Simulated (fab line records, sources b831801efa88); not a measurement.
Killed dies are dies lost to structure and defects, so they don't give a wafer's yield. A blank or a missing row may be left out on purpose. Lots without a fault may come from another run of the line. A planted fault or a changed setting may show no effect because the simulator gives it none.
Tool commonality check | flow sky130 | 12 lots, 36 wafers sampled

WHY IT WAS OPENED
At SKY_LDD_LDN_TW_MEAS_13 the reading LDD_LDN_TW is flagged on 2 of 12 lots. Wafers without a fault read 1491, standard deviation 8.2.
Rule: a lot is flagged when every wafer of it that has a number lies more than 4 standard deviations from that mean, or none has a number. The other lots count as sound.

lot  | measured     | on            | LDD_LDN_TW, wafer by wafer | flag
L172 | day 23 16:19 | film_metro-01 | 1502 1496 1495             |
L173 | day 23 20:39 | film_metro-03 | 1483 1490 1496             |
L174 | day 24 03:06 | film_metro-03 | 1498 1488 1485             |
L175 | day 24 10:45 | film_metro-04 | 1464 1475 1468             |
L183 | day 27 14:56 | film_metro-03 | 1593 1580 1593             | FLAGGED
L184 | day 27 23:34 | film_metro-01 | 1593 1592 1595             | FLAGGED
L185 | day 28 07:10 | film_metro-01 | 1496 1490 1496             |
L186 | day 28 15:33 | film_metro-03 | 1490 1485 1484             |
L189 | day 29 06:43 | film_metro-04 | 1482 1482 1486             |
L190 | day 29 19:16 | film_metro-03 | 1487 1494 1494             |
L191 | day 30 01:05 | film_metro-03 | 1494 1493 1481             |
L194 | day 30 19:13 | film_metro-03 | 1496 1499 1494             |
The numbers of the flagged lots are 1591 on average: +100 against the usual, or +12 standard deviations.

WHICH TOOL RAN EACH LOT
The record holds 1 process step before the reading, out of a route of 708 steps. In each cell: the tool, then ch and the chambers that the sampled wafers went through, then the start.
lot  | flag    | SKY_LDD_LDN_IMPLANT_09
L172 |         | implanter-03 ch 0, day 23 15:47
L173 |         | implanter-04 ch 0, day 23 20:07
L174 |         | implanter-04 ch 0, day 24 02:34
L175 |         | implanter-01 ch 0, day 24 10:13
L183 | FLAGGED | implanter-04 ch 0, day 27 14:07
L184 | FLAGGED | implanter-01 ch 0, day 27 22:41
L185 |         | implanter-03 ch 0, day 28 06:37
L186 |         | implanter-01 ch 0, day 28 15:01
L189 |         | implanter-03 ch 0, day 29 06:10
L190 |         | implanter-01 ch 0, day 29 18:44
L191 |         | implanter-04 ch 0, day 30 00:32
L194 |         | implanter-03 ch 0, day 30 18:41
What these steps do:
- SKY_LDD_LDN_IMPLANT_09
- SKY_LDD_LDN_TW_MEAS_13

FLAGGED OVER TOTAL, TOOL BY TOOL (the gauges that took the reading come last)
step                   | tool          | lots run | flagged | share of the flagged lots | sound lots run after its first flagged lot
SKY_LDD_LDN_IMPLANT_09 | implanter-01  | 4        | 1       | some                      | 2 (L186,L190)
SKY_LDD_LDN_IMPLANT_09 | implanter-03  | 4        | 0       | none                      | -
SKY_LDD_LDN_IMPLANT_09 | implanter-04  | 4        | 1       | some                      | 1 (L191)
SKY_LDD_LDN_TW_MEAS_13 | film_metro-01 | 3        | 1       | some                      | 1 (L185)
SKY_LDD_LDN_TW_MEAS_13 | film_metro-03 | 7        | 1       | some                      | 4 (L186,L190,L191,L194)
SKY_LDD_LDN_TW_MEAS_13 | film_metro-04 | 2        | 0       | none                      | -

WHAT THE TABLE ALLOWS
No row of the table ran every flagged lot.

WHAT THE SIMULATOR HAD PUT IN
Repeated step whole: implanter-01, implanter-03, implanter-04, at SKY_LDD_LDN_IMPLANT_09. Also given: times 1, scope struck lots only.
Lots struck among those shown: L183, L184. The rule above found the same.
